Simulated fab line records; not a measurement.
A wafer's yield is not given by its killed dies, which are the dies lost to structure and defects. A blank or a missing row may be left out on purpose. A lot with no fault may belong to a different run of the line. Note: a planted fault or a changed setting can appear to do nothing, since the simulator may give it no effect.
Matching of chambers || flow gf180mcu || GF_STI_ETCH_13 on rie diel-01: 4 sister chambers
The step etches the open film in CHF3/O2, stops on Si, target depth 282.31 nm, time 112.9 s. 20 wafers are shown with their chamber, then 10 later ones without.

## WAFERS, EACH WITH ITS CHAMBER
{"wafer": "L074.2", "chamber": 1, "drypump motor current A (A)": 6.0, "throttle valve pct (%)": 8.799, "oes product au (a.u.)": 0.833}
{"wafer": "L074.3", "chamber": 0, "drypump motor current A (A)": 6.1, "throttle valve pct (%)": 8.811, "oes product au (a.u.)": 0.821}
{"wafer": "L074.6", "chamber": 1, "drypump motor current A (A)": 6.0, "throttle valve pct (%)": 8.806, "oes product au (a.u.)": 0.824}
{"wafer": "L076.1", "chamber": 1, "drypump motor current A (A)": 6.0, "throttle valve pct (%)": 8.811, "oes product au (a.u.)": 0.836}
{"wafer": "L076.2", "chamber": 3, "drypump motor current A (A)": 5.7, "throttle valve pct (%)": 8.822, "oes product au (a.u.)": 0.836}
{"wafer": "L076.5", "chamber": 3, "drypump motor current A (A)": 5.7, "throttle valve pct (%)": 8.802, "oes product au (a.u.)": 0.836}
{"wafer": "L078.1", "chamber": 3, "drypump motor current A (A)": 5.7, "throttle valve pct (%)": 8.809, "oes product au (a.u.)": 0.826}
{"wafer": "L078.2", "chamber": 0, "drypump motor current A (A)": 6.1, "throttle valve pct (%)": 8.807, "oes product au (a.u.)": 0.819}
{"wafer": "L078.3", "chamber": 1, "drypump motor current A (A)": 6.0, "throttle valve pct (%)": 8.800, "oes product au (a.u.)": 0.829}
{"wafer": "L078.4", "chamber": 2, "drypump motor current A (A)": 5.6, "throttle valve pct (%)": 8.817, "oes product au (a.u.)": 0.828}
{"wafer": "L078.5", "chamber": 0, "drypump motor current A (A)": 6.1, "throttle valve pct (%)": 8.808, "oes product au (a.u.)": 0.822}
{"wafer": "L078.6", "chamber": 3, "drypump motor current A (A)": 5.7, "throttle valve pct (%)": 8.815, "oes product au (a.u.)": 0.828}
{"wafer": "L084.2", "chamber": 3, "drypump motor current A (A)": 5.7, "throttle valve pct (%)": 8.804, "oes product au (a.u.)": 0.835}
{"wafer": "L084.5", "chamber": 0, "drypump motor current A (A)": 6.1, "throttle valve pct (%)": 8.824, "oes product au (a.u.)": 0.841}
{"wafer": "L084.6", "chamber": 1, "drypump motor current A (A)": 6.0, "throttle valve pct (%)": 8.796, "oes product au (a.u.)": 0.838}
{"wafer": "L090.1", "chamber": 0, "drypump motor current A (A)": 6.1, "throttle valve pct (%)": 8.823, "oes product au (a.u.)": 0.833}
{"wafer": "L090.5", "chamber": 1, "drypump motor current A (A)": 6.0, "throttle valve pct (%)": 8.814, "oes product au (a.u.)": 0.827}
{"wafer": "L090.6", "chamber": 2, "drypump motor current A (A)": 5.5, "throttle valve pct (%)": 8.807, "oes product au (a.u.)": 0.829}
{"wafer": "L093.1", "chamber": 2, "drypump motor current A (A)": 5.5, "throttle valve pct (%)": 8.812, "oes product au (a.u.)": 0.837}
{"wafer": "L093.3", "chamber": 3, "drypump motor current A (A)": 5.7, "throttle valve pct (%)": 8.814, "oes product au (a.u.)": 0.835}

SIGNATURES, as means of the wafers listed above
{"reading": "drypump motor current A", "chamber 0": 6.100, "chamber 1": 6.000, "chamber 2": 5.533, "chamber 3": 5.700, "scatter within a chamber": 0.0204}
{"reading": "throttle valve pct", "chamber 0": 8.81460, "chamber 1": 8.80433, "chamber 2": 8.81200, "chamber 3": 8.81100, "scatter within a chamber": 0.00733}
{"reading": "oes product au", "chamber 0": 0.82720, "chamber 1": 0.83117, "chamber 2": 0.83133, "chamber 3": 0.83267, "scatter within a chamber": 0.00638}
Rule: a wafer lies at a distance from a chamber equal to the root of the sum of squares, over the readings, of (its reading less the chamber's mean, divided by the reading's scatter). If the next closest chamber is less than 2 further off than the closest, the wafer can't be placed; otherwise it belongs to the closest. The scatter: the root of (the sum of the squares of (reading less its chamber's mean) over the shown wafers, divided by (wafers less chambers)).

## WAFERS WITHOUT THEIR CHAMBER
{"wafer": "L093.4", "drypump motor current A (A)": 6.1, "throttle valve pct (%)": 8.811, "oes product au (a.u.)": 0.833}
{"wafer": "L094.2", "drypump motor current A (A)": 6.1, "throttle valve pct (%)": 8.799, "oes product au (a.u.)": 0.834}
{"wafer": "L094.3", "drypump motor current A (A)": 5.5, "throttle valve pct (%)": 8.819, "oes product au (a.u.)": 0.838}
{"wafer": "L094.5", "drypump motor current A (A)": 6.1, "throttle valve pct (%)": 8.823, "oes product au (a.u.)": 0.838}
{"wafer": "L095.1", "drypump motor current A (A)": 6.1, "throttle valve pct (%)": 8.794, "oes product au (a.u.)": 0.840}
{"wafer": "L095.2", "drypump motor current A (A)": 6.0, "throttle valve pct (%)": 8.808, "oes product au (a.u.)": 0.830}
{"wafer": "L095.3", "drypump motor current A (A)": 5.7, "throttle valve pct (%)": 8.817, "oes product au (a.u.)": 0.838}
{"wafer": "L095.4", "drypump motor current A (A)": 5.5, "throttle valve pct (%)": 8.795, "oes product au (a.u.)": 0.840}
{"wafer": "L095.5", "drypump motor current A (A)": 5.5, "throttle valve pct (%)": 8.833, "oes product au (a.u.)": 0.837}
{"wafer": "L095.6", "drypump motor current A (A)": 6.0, "throttle valve pct (%)": 8.804, "oes product au (a.u.)": 0.828}

## EACH ONE'S CHAMBER
{"wafer": "L093.4", "from the rows above": 0, "in truth": 0}
{"wafer": "L094.2", "from the rows above": 0, "in truth": 0}
{"wafer": "L094.3", "from the rows above": 2, "in truth": 2}
{"wafer": "L094.5", "from the rows above": 0, "in truth": 0}
{"wafer": "L095.1", "from the rows above": "can't be placed: 0 or 1", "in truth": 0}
{"wafer": "L095.2", "from the rows above": 1, "in truth": 1}
{"wafer": "L095.3", "from the rows above": 3, "in truth": 3}
{"wafer": "L095.4", "from the rows above": 2, "in truth": 2}
{"wafer": "L095.5", "from the rows above": 2, "in truth": 2}
{"wafer": "L095.6", "from the rows above": 1, "in truth": 1}
Placed correctly: 9 of 10. From these rows, 1 cannot be placed; in 1 the true chamber is one of the candidates. Wrongly placed: 0.
